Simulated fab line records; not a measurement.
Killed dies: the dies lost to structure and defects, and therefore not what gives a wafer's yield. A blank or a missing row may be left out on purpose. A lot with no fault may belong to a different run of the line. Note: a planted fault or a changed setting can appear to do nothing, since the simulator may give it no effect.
fab line records	flow gf180mcu
[record] lots = 5	wafers = 23
route steps=602 shown STI@8 DNWELL@34 NWELL@44 LVPWELL@62 MVPSD@80 VT_IMPLANT@103
start_h: start of the lot's first displayed wafer, in hours after the record's first day	wait_h: hours since the lot's step before	" unchanged from the row above	L1.1+2: several wafers, shown together as one row	- no value present, or no start provided	* or withheld: withheld	< > ~ a bound
route shown NAME@n: a module of which the file shows steps, and the number in the route of the first	usual: mean/standard deviation of fault-free wafers	same: alike in all rows	chamber/n: place in a boat	sites: per-site readings	_std_site: how widely they spread, as a standard deviation	_edge_site: outer sites' mean less inner sites'	radius_mm: how far each site lies from the wafer's centre	mask NAME#n: copy n	behind: the most recent tool/chamber to have shaped the wafer	hold: what put the lot on hold/how long, in hours/how the hold closed	device: which transistor (n, p or np) failed to switch	end of line: at the end of the route, the tests of the same wafers	for a step that has no rows: nothing shown but its recipe	killed: dies that structure and defects cost at the first sort, which is not the same as the wafer's yield	map: a wafer's dies, x killed, . not, _ none there
set.NAME: the setting the step ran with; set.NAME@STEP: the setting that earlier step ran with	model.NAME: the simulator's own value behind a step, which no gauge read
lots with deliberately changed settings; one table per step, one row per wafer
[[steps]]
[step GF_STI_COAT_07]
[recipe] resist = KrF	spin_rpm = withheld	resist_thk_nm = 700
lot.wafer	tool	chamber	start_h	wait_h	set.resist_thk_nm	model.KrF_of_STI_COAT_07.thk_nm
L074.1	litho_track-02	0	18.64	0.1	724	721.8
L074.2	"	0	"	"	724	722.6
L074.4	"	0	"	"	700	699.4
L074.5	"	0	"	"	700	700
L074.6	"	0	"	"	724	723.5
L075.1	litho_track-03	0	23.97	0.1	700	698.9
L075.5	"	0	"	"	700	699.2
L075.6	"	0	"	"	700	698
L078.1	litho_track-03	0	39.42	0.1	659.2	657.7
L078.3	"	0	"	"	700	699.3
L078.4	"	0	"	"	700	699
L078.5	"	0	"	"	659.2	656.2
L078.6	"	0	"	"	700	697.3
L079.1	litho_track-01	0	44.47	0.1	700	700
L079.3	"	0	"	"	700	701.4
L079.4	"	0	"	"	658.1	659.7
L079.5	"	0	"	"	658.1	657.5
L079.6	"	0	"	"	700	699.5
L085.1	litho_track-03	0	78.61	0.1	668.1	666.6
L085.3	"	0	"	"	668.1	664.8
L085.4	"	0	"	"	700	700.2
L085.5	"	0	"	"	668.1	665.9
L085.6	"	0	"	"	700	699.1
[step GF_STI_SOFTBAKE_08]
[recipe] temp_c = 130	time_s = 60	resist = KrF
[step GF_STI_EXPOSE_09]
[recipe] mask_id = COMP	target_cd_nm = 220	na = 0.68	source_shape = conventional	sigma_outer = 0.6	dose_mj = 28
[step GF_STI_ETCH_13]
[recipe] chemistry = CHF3/O2	stop_on = Si	over_etch_frac = 0.3	target_depth_a = 2823.1	source_w = 600	bias_w = 200	pressure_mtorr = 40	chf3_flow_sccm = 50	O2_flow_sccm = 5	time_s = 112.9
[step GF_STI_ETCH_14]
[recipe] target = Si	chemistry = HBr/Cl2/O2	target_depth_nm = 360	icp_w = 600	bias_w = 150	pressure_mtorr = 15	HBr_flow_sccm = 150	Cl2_flow_sccm = 40	O2_flow_sccm = 6	time_s = 102.9
lot.wafer	tool	chamber	start_h	wait_h	set.resist_thk_nm@STI_COAT_07	model.KrF_of_STI_COAT_07.thk_nm
L074.1	rie_si-02	1	24.81	0.0	724	345
L074.2	"	0	"	"	724	351.6
L074.4	"	2	"	"	700	322.8
L074.5	"	0	"	"	700	326.9
L074.6	"	3	"	"	724	339.8
L075.1	rie_si-02	3	30.56	0.0	700	320.9
L075.5	"	0	"	"	700	318
L075.6	"	3	"	"	700	314.1
L078.1	rie_si-02	3	46.11	0.0	659.2	274.4
L078.3	"	0	"	"	700	325.3
L078.4	"	2	"	"	700	315.2
L078.5	"	0	"	"	659.2	276.7
L078.6	"	1	"	"	700	324.7
L079.1	rie_si-01	2	50.79	0.0	700	326
L079.3	"	1	"	"	700	320.4
L079.4	"	3	"	"	658.1	277.9
L079.5	"	0	"	"	658.1	278.7
L079.6	"	1	"	"	700	317.8
L085.1	rie_si-01	3	85.31	0.0	668.1	289.4
L085.3	"	0	"	"	668.1	283.4
L085.4	"	1	"	"	700	317.1
L085.5	"	1	"	"	668.1	291.8
L085.6	"	0	"	"	700	320.1
[step GF_STI_STRIP_15]
[recipe] chemistry = O2/N2	power_w = 1400	pressure_mtorr = 1500	platen_temp_c = 250	o2_flow_sccm = 3000	n2_flow_sccm = 300	overash_fraction = 0.5
[usual] oes_product_au = 0.384/0.0044	strip_time_to_endpoint_s = 3.72/0.04
lot.wafer	tool	chamber	start_h	wait_h	set.resist_thk_nm@STI_COAT_07	oes_product_au	strip_time_to_endpoint_s
L074.1	plasma_asher-03	0	24.89	0.0	724	0.391	4.00
L074.2	"	1	"	"	724	0.404	4.07
L074.4	"	0	"	"	700	0.383	3.77
L074.5	"	0	"	"	700	0.379	3.78
L074.6	"	1	"	"	724	0.388	3.94
L075.1	plasma_asher-01	0	30.64	0.0	700	0.388	3.75
L075.5	"	1	"	"	700	0.377	3.69
L075.6	"	0	"	"	700	0.386	3.66
L078.1	plasma_asher-04	0	46.19	0.0	659.2	0.361	3.25
L078.3	"	0	"	"	700	0.383	3.78
L078.4	"	1	"	"	700	0.382	3.68
L078.5	"	0	"	"	659.2	0.363	3.26
L078.6	"	1	"	"	700	0.386	3.77
L079.1	plasma_asher-01	0	50.86	0.0	700	0.387	3.78
L079.3	"	0	"	"	700	0.388	3.73
L079.4	"	1	"	"	658.1	0.362	3.27
L079.5	"	1	"	"	658.1	0.364	3.29
L079.6	"	0	"	"	700	0.380	3.72
L085.1	plasma_asher-01	1	85.39	0.0	668.1	0.367	3.41
L085.3	"	0	"	"	668.1	0.376	3.35
L085.4	"	1	"	"	700	0.383	3.70
L085.5	"	1	"	"	668.1	0.378	3.42
L085.6	"	0	"	"	700	0.382	3.71
[step GF_STI_WET_ETCH_17]
[recipe] chemistry = H3PO4	target_depth_nm = 45	temp_c = 160	target = Si3N4	time_s = 514
lot.wafer	tool	chamber	start_h	wait_h	set.temp_c	model.Si3N4_of_STI_CVD_03.thk_nm
L074.1+4	-	-	-	0.0	160	163.5
L074.2	"	-	"	"	160	163.2
L074.5	"	-	"	"	160	164.7
L074.6	"	-	"	"	160	164.2
L075.1	wet_bench-03	0	30.75	0.0	160	160.2
L075.5	"	0	"	"	160	159.2
L075.6	"	0	"	"	160	160.1
L078.1	-	-	-	0.0	162.3	153.8
L078.3+6	"	-	"	"	162.3	154.8
L078.4	"	-	"	"	162.3	152.9
L078.5	"	-	"	"	162.3	151.4
L079.1	-	-	-	0.0	162.1	157.5
L079.3	"	-	"	"	162.1	158.3
L079.4	"	-	"	"	162.1	157.8
L079.5	"	-	"	"	162.1	158.6
L079.6	"	-	"	"	162.1	157.1
L085.1	-	-	-	0.0	158.4	162.6
L085.3	"	-	"	"	158.4	164.8
L085.4	"	-	"	"	158.4	163.3
L085.5	"	-	"	"	158.4	162.5
L085.6	"	-	"	"	158.4	164.6
[step GF_DNWELL_COAT_02]
[recipe] spin_rpm = 2000	resist_thk_nm = 3000
lot.wafer	tool	chamber	start_h	wait_h	set.spin_rpm	model.coat_of_DNWELL_COAT_02.thk_nm
L074.1	litho_track-03	0	35.62	0.1	2000	3009
L074.2	"	0	"	"	2000	2995
L074.4	"	0	"	"	2070	2947
L074.5	"	0	"	"	2000	2999
L074.6	"	0	"	"	2070	2951
L075.1	litho_track-01	0	41.07	0.1	2000	2999
L075.5	"	0	"	"	2000	3011
L075.6	"	0	"	"	2000	3016
L078.1	litho_track-01	0	68.57	0.1	2000	2985
L078.3	"	0	"	"	2000	2988
L078.4	"	0	"	"	2000	2987
L078.5	"	0	"	"	2000	2986
L078.6	"	0	"	"	2000	2984
L079.1	litho_track-04	0	68.99	0.1	1932	3049
L079.3	"	0	"	"	2000	3002
L079.4	"	0	"	"	1932	3040
L079.5	"	0	"	"	1932	3055
L079.6	"	0	"	"	2000	2997
L085.1+3	litho_track-04	0	95.99	0.1	2000	2999
L085.4	"	0	"	"	2000	2996
L085.5	"	0	"	"	1925	3058
L085.6	"	0	"	"	1925	3050
[step GF_DNWELL_SOFTBAKE_03]
[recipe] temp_c = 110	time_s = withheld
[step GF_DNWELL_EXPOSE_04]
[recipe] mask_id = DNWELL	target_cd_nm = 1700	na = 0.6	source_shape = conventional	sigma_outer = 0.6	dose_mj = 260
[step GF_DNWELL_DEVELOP_06]
[recipe] wall_angle_deg = 90	develop_time_s = 60	dev_temp_c = 23
[step GF_DNWELL_IMPLANT_07]
[recipe] species = P	energy_kev = 1500	dose_cm2 = 1e+13	tilt_deg = 0
[step GF_DNWELL_STRIP_08]
[recipe] chemistry = O2/N2	power_w = 1400	pressure_mtorr = 1500	platen_temp_c = 250	o2_flow_sccm = 3000	n2_flow_sccm = 300	overash_fraction = 0.5
[usual] strip_time_to_endpoint_s = 36.96/0.11
lot.wafer	tool	chamber	start_h	wait_h	set.spin_rpm@DNWELL_COAT_02	strip_time_to_endpoint_s
L074.1	plasma_asher-02	1	42.29	0.1	2000	37.06
L074.2	"	0	"	"	2000	36.89
L074.4	"	1	"	"	2070	36.39
L074.5	"	0	"	"	2000	36.94
L074.6	"	1	"	"	2070	36.41
L075.1	plasma_asher-03	0	47.52	0.1	2000	36.95
L075.5	"	0	"	"	2000	37.07
L075.6	"	1	"	"	2000	37.13
L078.1	plasma_asher-02	0	74.67	0.1	2000	36.78
L078.3	"	0	"	"	2000	36.80
L078.4	"	1	"	"	2000	36.79
L078.5	"	0	"	"	2000	36.78
L078.6	"	1	"	"	2000	36.78
L079.1	plasma_asher-02	0	75.36	0.1	1932	37.54
L079.3	"	1	"	"	2000	36.98
L079.4	"	0	"	"	1932	37.43
L079.5	"	1	"	"	1932	37.57
L079.6	"	0	"	"	2000	36.93
L085.1	plasma_asher-01	1	103.41	0.1	2000	36.93
L085.3	"	0	"	"	2000	36.94
L085.4	"	1	"	"	2000	36.90
L085.5	"	0	"	"	1925	37.59
L085.6	"	1	"	"	1925	37.55
[step GF_NWELL_COAT_02]
[recipe] spin_rpm = 2000	resist_thk_nm = 3000
lot.wafer	tool	chamber	start_h	wait_h	set.spin_rpm	model.coat_of_NWELL_COAT_02.thk_nm
L074.1	litho_track-04	0	48.24	0.1	2000	3006
L074.2	"	0	"	"	2000	3003
L074.4	"	0	"	"	2000	3007
L074.5+6	"	0	"	"	2000	3004
L075.1	litho_track-03	0	53.12	0.1	2000	3007
L075.5	"	0	"	"	2000	3003
L075.6	"	0	"	"	2000	3002
L078.1	litho_track-02	0	80.54	0.1	2000	3000
L078.3	"	0	"	"	1892	3098
L078.4	"	0	"	"	2000	3010
L078.5	"	0	"	"	1892	3094
L078.6	"	0	"	"	1892	3096
L079.1	litho_track-02	0	81.19	0.1	2000	3004
L079.3	"	0	"	"	1959	3034
L079.4	"	0	"	"	1959	3032
L079.5	"	0	"	"	2000	3011
L079.6	"	0	"	"	2000	3002
L085.1	litho_track-03	0	110.26	0.1	2105	2924
L085.3	"	0	"	"	2105	2925
L085.4	"	0	"	"	2000	2994
L085.5	"	0	"	"	2000	2999
L085.6	"	0	"	"	2105	2930
[step GF_NWELL_SOFTBAKE_03]
[recipe] temp_c = 110	time_s = withheld
[step GF_NWELL_EXPOSE_04]
[recipe] mask_id = Nwell	target_cd_nm = 860	na = 0.6	source_shape = conventional	sigma_outer = 0.6	dose_mj = 260
[step GF_NWELL_IMPLANT_08]
[recipe] species = P	energy_kev = 450	dose_cm2 = 1.5e+13	tilt_deg = 0
[step GF_NWELL_IMPLANT_09]
[recipe] species = P	energy_kev = 160	dose_cm2 = 4e+12	tilt_deg = 0
[step GF_NWELL_STRIP_10]
[recipe] chemistry = O2/N2	power_w = 1400	pressure_mtorr = 1500	platen_temp_c = 250	o2_flow_sccm = 3000	n2_flow_sccm = 300	overash_fraction = 0.5
[usual] strip_time_to_endpoint_s = 36.97/0.07
lot.wafer	tool	chamber	start_h	wait_h	set.spin_rpm@NWELL_COAT_02	strip_time_to_endpoint_s
L074.1	plasma_asher-02	0	54.50	0.1	2000	37.03
L074.2	"	1	"	"	2000	37.00
L074.4	"	1	"	"	2000	37.05
L074.5	"	1	"	"	2000	37.01
L074.6	"	0	"	"	2000	37.00
L075.1	plasma_asher-04	0	59.77	0.1	2000	37.03
L075.5	"	0	"	"	2000	36.98
L075.6	"	1	"	"	2000	36.98
L078.1	plasma_asher-04	0	87.67	0.1	2000	36.94
L078.3	"	1	"	"	1892	38.04
L078.4	"	0	"	"	2000	37.06
L078.5	"	0	"	"	1892	38.02
L078.6	"	1	"	"	1892	38.06
L079.1	plasma_asher-02	1	88.35	0.1	2000	37.00
L079.3	"	1	"	"	1959	37.35
L079.4	"	0	"	"	1959	37.33
L079.5	"	0	"	"	2000	37.07
L079.6	"	1	"	"	2000	36.97
L085.1	plasma_asher-02	1	117.67	0.1	2105	36.11
L085.3	"	0	"	"	2105	36.10
L085.4	"	1	"	"	2000	36.87
L085.5	"	0	"	"	2000	36.94
L085.6	"	1	"	"	2105	36.16
[step GF_LVPWELL_IMPLANT_08]
[recipe] species = B	energy_kev = 170	dose_cm2 = 1.5e+13	tilt_deg = 0
lot.wafer	tool	chamber	start_h	wait_h	set.dose_cm2
L074.1+5+6	implanter-03	0	66.32	0.0	1.5e+13
L074.2+4	"	0	"	"	1.393e+13
L075.1+5+6	implanter-01	0	71.42	0.0	1.5e+13
L078.1+3+4+5+6	implanter-03	0	101.18	0.0	1.5e+13
L079.1+3+4+5+6	implanter-01	0	102.13	0.0	1.5e+13
L085.1+5+6	implanter-02	0	132.44	0.0	1.666e+13
L085.3+4	"	0	"	"	1.5e+13
[step GF_LVPWELL_IMPLANT_09]
[recipe] species = B	energy_kev = 60	dose_cm2 = 5e+12	tilt_deg = 0
[step GF_LVPWELL_STRIP_10]
[recipe] chemistry = O2/N2	power_w = 1400	pressure_mtorr = 1500	platen_temp_c = 250	o2_flow_sccm = 3000	n2_flow_sccm = 300	overash_fraction = 0.5
[step GF_LVPWELL_TW_MEAS_11]
[usual] LVPWELL_TW = 559/6.8
lot.wafer	tool	chamber	start_h	wait_h	set.dose_cm2@LVPWELL_IMPLANT_08	LVPWELL_TW
L074.1	film_metro-02	-	66.72	0.1	1.5e+13	552
L074.2	"	-	"	"	1.393e+13	543
L074.4	"	-	"	"	1.393e+13	543
L074.5	"	-	"	"	1.5e+13	551
L074.6	"	-	"	"	1.5e+13	548
L075.1	film_metro-04	-	71.82	0.1	1.5e+13	563
L075.5	"	-	"	"	1.5e+13	562
L075.6	"	-	"	"	1.5e+13	566
L078.1	film_metro-02	-	101.58	0.1	1.5e+13	551
L078.3	"	-	"	"	1.5e+13	551
L078.4	"	-	"	"	1.5e+13	548
L078.5	"	-	"	"	1.5e+13	552
L078.6	"	-	"	"	1.5e+13	551
L079.1	film_metro-03	-	102.53	0.1	1.5e+13	562
L079.3	"	-	"	"	1.5e+13	563
L079.4	"	-	"	"	1.5e+13	564
L079.5	"	-	"	"	1.5e+13	563
L079.6	"	-	"	"	1.5e+13	563
L085.1	film_metro-03	-	132.87	0.1	1.666e+13	584
L085.3	"	-	"	"	1.5e+13	567
L085.4	"	-	"	"	1.5e+13	570
L085.5	"	-	"	"	1.666e+13	585
L085.6	"	-	"	"	1.666e+13	583
[step GF_MVPSD_COAT_02]
[recipe] spin_rpm = 2000	resist_thk_nm = 3000
lot.wafer	tool	chamber	start_h	wait_h	set.resist_thk_nm	model.coat_of_MVPSD_COAT_02.thk_nm
L074.1	litho_track-03	0	85.41	0.1	3133	3143
L074.2	"	0	"	"	3000	3006
L074.4	"	0	"	"	3133	3137
L074.5	"	0	"	"	3000	3007
L074.6	"	0	"	"	3133	3139
L075.1	litho_track-04	0	92.09	0.1	3000	3008
L075.5+6	"	0	"	"	3000	3004
L078.1	litho_track-01	0	123.17	0.1	3000	2994
L078.3	"	0	"	"	3169	3178
L078.4	"	0	"	"	3169	3171
L078.5	"	0	"	"	3169	3179
L078.6	"	0	"	"	3000	2998
L079.1	litho_track-03	0	124.76	0.1	3052	3057
L079.3	"	0	"	"	3000	3007
L079.4	"	0	"	"	3000	3016
L079.5	"	0	"	"	3052	3066
L079.6	"	0	"	"	3000	3012
L085.1	litho_track-04	0	155.69	0.1	3000	2991
L085.3	"	0	"	"	3000	2999
L085.4	"	0	"	"	2836	2830
L085.5	"	0	"	"	3000	2998
L085.6	"	0	"	"	2836	2832
[step GF_MVPSD_SOFTBAKE_03]
[recipe] temp_c = 110	time_s = withheld
[step GF_MVPSD_EXPOSE_04]
[recipe] mask_id = MVPSD	target_cd_nm = 1000	na = 0.6	source_shape = conventional	sigma_outer = 0.6	dose_mj = 260
[step GF_MVPSD_IMPLANT_08]
[recipe] species = B	energy_kev = 170	dose_cm2 = 1.524e+13	tilt_deg = 0
[step GF_MVPSD_IMPLANT_09]
[recipe] species = B	energy_kev = 40	dose_cm2 = 5e+12	tilt_deg = 0
[step GF_MVPSD_STRIP_10]
[recipe] chemistry = O2/N2	power_w = 1400	pressure_mtorr = 1500	platen_temp_c = 250	o2_flow_sccm = 3000	n2_flow_sccm = 300	overash_fraction = 0.5
[usual] strip_time_to_endpoint_s = 37.01/0.071
lot.wafer	tool	chamber	start_h	wait_h	set.resist_thk_nm@MVPSD_COAT_02	strip_time_to_endpoint_s
L074.1	plasma_asher-02	0	92.86	0.1	3133	38.61
L074.2	"	1	"	"	3000	37.02
L074.4	"	0	"	"	3133	38.52
L074.5	"	0	"	"	3000	37.03
L074.6	"	1	"	"	3133	38.54
L075.1	plasma_asher-02	1	100.00	0.1	3000	37.03
L075.5	"	0	"	"	3000	36.98
L075.6	"	1	"	"	3000	37.01
L078.1	plasma_asher-01	1	131.65	0.1	3000	36.89
L078.3	"	1	"	"	3169	38.98
L078.4	"	0	"	"	3169	38.88
L078.5	"	0	"	"	3169	38.97
L078.6	"	1	"	"	3000	36.92
L079.1	plasma_asher-02	0	132.71	0.1	3052	37.59
L079.3	"	0	"	"	3000	37.04
L079.4	"	1	"	"	3000	37.14
L079.5	"	0	"	"	3052	37.69
L079.6	"	1	"	"	3000	37.08
L085.1	plasma_asher-02	1	164.65	0.1	3000	36.83
L085.3	"	0	"	"	3000	36.95
L085.4	"	1	"	"	2836	35.01
L085.5	"	1	"	"	3000	36.93
L085.6	"	0	"	"	2836	35.05
[step GF_VT_IMPLANT_COAT_13]
[recipe] resist = NOVOLAK	spin_rpm = 3000	resist_thk_nm = 1000
lot.wafer	tool	chamber	start_h	wait_h	set.spin_rpm	model.NOVOLAK_of_VT_IMPLANT_COAT_13.thk_nm
L074.1+2	litho_track-02	0	113.04	0.1	2840	1026
L074.4	"	0	"	"	3000	996.4
L074.5	"	0	"	"	3000	997.3
L074.6	"	0	"	"	2840	1027
L075.1	litho_track-03	0	121.31	0.1	3000	998.8
L075.5	"	0	"	"	3000	1001
L075.6	"	0	"	"	3000	997.4
L078.1+4	litho_track-03	0	153.46	0.1	3000	1002
L078.3	"	0	"	"	3000	1003
L078.5	"	0	"	"	3179	971.5
L078.6	"	0	"	"	3179	972.8
L079.1+4+6	litho_track-04	0	155.09	0.1	3000	1000
L079.3	"	0	"	"	3000	1004
L079.5	"	0	"	"	3000	1002
L085.1	litho_track-03	0	188.96	0.1	2854	1027
L085.3	"	0	"	"	2854	1026
L085.4	"	0	"	"	2854	1025
L085.5	"	0	"	"	3000	1001
L085.6	"	0	"	"	3000	1000
[step GF_VT_IMPLANT_DEVELOP_17]
[recipe] develop_time_s = 60	dev_temp_c = 23
lot.wafer	tool	chamber	start_h	wait_h	set.dev_temp_c	set.spin_rpm@VT_IMPLANT_COAT_13	model.NOVOLAK_of_VT_IMPLANT_COAT_13.thk_nm
L074.1+2+6	litho_track-02	0	119.74	0.1	23	2840	1026
L074.4	"	0	"	"	23	3000	996
L074.5	"	0	"	"	23	3000	996.9
L075.1	litho_track-03	0	129.26	0.1	23	3000	998.4
L075.5	"	0	"	"	23	3000	1001
L075.6	"	0	"	"	23	3000	997
L078.1+3	litho_track-03	0	161.36	0.1	23	3000	1002
L078.4	"	0	"	"	23	3000	1001
L078.5	"	0	"	"	23	3179	971.1
L078.6	"	0	"	"	23	3179	972.4
L079.1+4	litho_track-03	0	163.16	0.1	23	3000	999.6
L079.3	"	0	"	"	23	3000	1003
L079.5	"	0	"	"	23	3000	1002
L079.6	"	0	"	"	23	3000	999.9
L085.1	litho_track-04	0	197.84	0.1	25.83	2854	1027
L085.3	"	0	"	"	25.83	2854	1026
L085.4	"	0	"	"	23	2854	1025
L085.5	"	0	"	"	23	3000	1001
L085.6	"	0	"	"	23	3000	999.8
[step GF_VT_IMPLANT_IMPLANT_19]
[recipe] species = As	energy_kev = 100	dose_cm2 = 4.35e+12	tilt_deg = 7
[step GF_VT_IMPLANT_STRIP_20]
[recipe] chemistry = O2/N2	power_w = 1400	pressure_mtorr = 1500	platen_temp_c = 250	o2_flow_sccm = 3000	n2_flow_sccm = 300	overash_fraction = 0.5
[usual] strip_time_to_endpoint_s = 12.63/0.032
lot.wafer	tool	chamber	start_h	wait_h	set.spin_rpm@VT_IMPLANT_COAT_13	strip_time_to_endpoint_s
L074.1	plasma_asher-01	0	120.07	0.1	2840	12.87
L074.2	"	1	"	"	2840	12.85
L074.4	"	1	"	"	3000	12.60
L074.5	"	0	"	"	3000	12.59
L074.6	"	1	"	"	2840	12.87
L075.1	plasma_asher-02	0	129.60	0.1	3000	12.62
L075.5	"	0	"	"	3000	12.63
L075.6	"	1	"	"	3000	12.60
L078.1	plasma_asher-02	1	161.70	0.1	3000	12.66
L078.3	"	1	"	"	3000	12.66
L078.4	"	0	"	"	3000	12.65
L078.5	"	1	"	"	3179	12.30
L078.6	"	0	"	"	3179	12.33
L079.1	plasma_asher-02	0	163.50	0.1	3000	12.64
L079.3	"	0	"	"	3000	12.66
L079.4	"	1	"	"	3000	12.62
L079.5	"	0	"	"	3000	12.65
L079.6	"	1	"	"	3000	12.65
L085.1	plasma_asher-02	1	198.18	0.1	2854	12.88
L085.3	"	1	"	"	2854	12.86
L085.4	"	0	"	"	2854	12.85
L085.5	"	0	"	"	3000	12.64
L085.6	"	1	"	"	3000	12.63
[[key]]
[split] step = GF_STI_COAT_07	setting = resist_thk_nm	stated = 700	by = wafer
[response] step = GF_STI_COAT_07	reading = model.KrF_of_STI_COAT_07.thk_nm	change = +7.09	per = 1%	r = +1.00
[response] step = GF_STI_ETCH_14	reading = model.KrF_of_STI_COAT_07.thk_nm	change = +7.2	per = 1%	r = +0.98
[response] step = GF_STI_STRIP_15	reading = oes_product_au	change = +0.00335	per = 1%	r = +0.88
[response] step = GF_STI_STRIP_15	reading = strip_time_to_endpoint_s	change = *	per = 1%	r = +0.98
[split] step = GF_STI_WET_ETCH_17	setting = temp_c	stated = 160	by = lot
[response] step = GF_STI_WET_ETCH_17	reading = model.Si3N4_of_STI_CVD_03.thk_nm	change = -3.68	per = 1%	r = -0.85
[split] step = GF_DNWELL_COAT_02	setting = spin_rpm	stated = 2000	by = wafer
[response] step = GF_DNWELL_COAT_02	reading = model.coat_of_DNWELL_COAT_02.thk_nm	change = -14.7	per = 1%	r = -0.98
[response] step = GF_DNWELL_STRIP_08	reading = strip_time_to_endpoint_s	change = *	per = 1%	r = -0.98
[split] step = GF_NWELL_COAT_02	setting = spin_rpm	stated = 2000	by = wafer
[response] step = GF_NWELL_COAT_02	reading = model.coat_of_NWELL_COAT_02.thk_nm	change = -15	per = 1%	r = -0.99
[response] step = GF_NWELL_STRIP_10	reading = strip_time_to_endpoint_s	change = *	per = 1%	r = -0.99
[split] step = GF_LVPWELL_IMPLANT_08	setting = dose_cm2	stated = 1.5e+13	by = wafer
[response] step = GF_LVPWELL_TW_MEAS_11	reading = LVPWELL_TW	change = +1.32	per = 1%	r = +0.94
[split] step = GF_MVPSD_COAT_02	setting = resist_thk_nm	stated = 3000	by = wafer
[response] step = GF_MVPSD_COAT_02	reading = model.coat_of_MVPSD_COAT_02.thk_nm	change = +30.8	per = 1%	r = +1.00
[response] step = GF_MVPSD_STRIP_10	reading = strip_time_to_endpoint_s	change = *	per = 1%	r = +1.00
[split] step = GF_VT_IMPLANT_COAT_13	setting = spin_rpm	stated = 3000	by = wafer
[response] step = GF_VT_IMPLANT_COAT_13	reading = model.NOVOLAK_of_VT_IMPLANT_COAT_13.thk_nm	change = -5.25	per = 1%	r = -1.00
[response] step = GF_VT_IMPLANT_DEVELOP_17	reading = model.NOVOLAK_of_VT_IMPLANT_COAT_13.thk_nm	change = -5.26	per = 1%	r = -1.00
[response] step = GF_VT_IMPLANT_STRIP_20	reading = strip_time_to_endpoint_s	change = *	per = 1%	r = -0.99
[split] step = GF_VT_IMPLANT_DEVELOP_17	setting = dev_temp_c	stated = 23	by = wafer
response none clear
